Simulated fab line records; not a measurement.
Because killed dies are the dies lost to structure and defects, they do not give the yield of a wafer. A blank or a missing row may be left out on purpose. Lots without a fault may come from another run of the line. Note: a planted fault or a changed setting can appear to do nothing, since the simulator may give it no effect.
2 desks looking at one fault | flow sky130 | what lay behind the numbers comes last; until then each desk has only its own

== THE METROLOGY DESK ==
What the gauges read, lot by lot, whatever tool the lot ran on: means of the sampled wafers that have a number. Marked OUT: a lot whose mean sits more than 4 standard deviations from the usual mean, which makes it out of limits; the brackets give that distance.
Columns: A = VIA3_W_RS at SKY_VIA3_RS_MEAS_22, usual 0.2965 ohm/sq; B = VIA3_W_THK at SKY_VIA3_THK_MEAS_23, usual 385 nm
lot  | first seen here | A      | B
L698 | day 39 15:49    | 0.2965 | 389
L705 | day 41 21:04    | 0.2977 | 388
L711 | day 43 11:55    | 0.2984 | 382
L713 | day 44 03:47    | 0.2970 | 384
L719 | day 45 16:13    | 0.2959 | 390
L720 | day 45 21:47    | 0.2911 | 389
Result from this desk: across the 6 lots, nothing is out of limits.

== DESK OF THE TOOL OWNER: pvdSputter-04 ==
At SKY_METAL4_SPUTTER_04 (material TiN, target thk 70 nm, time 58.3 s) the tool's own readings: per lot run on this tool, the mean of the sampled wafers that have a number. Marked OUT: a lot whose mean sits more than 4 standard deviations from the usual mean, which makes it out of limits; the brackets give that distance.
Columns: A = throttleValvePct at SKY_METAL4_SPUTTER_04, usual 29.8 %
lot  | first seen here | A
L698 | day 39 16:24    | 28.8
L711 | day 43 12:26    | 29.0
L713 | day 44 04:19    | 30.0
Result from this desk: across the 3 lots, nothing is out of limits.

== BROUGHT TOGETHER ==
Metrology desk: nothing out of limits seen.
The tool owner's desk saw nothing out of limits.

== WHAT HAD BEEN PUT IN BY THE SIMULATOR ==
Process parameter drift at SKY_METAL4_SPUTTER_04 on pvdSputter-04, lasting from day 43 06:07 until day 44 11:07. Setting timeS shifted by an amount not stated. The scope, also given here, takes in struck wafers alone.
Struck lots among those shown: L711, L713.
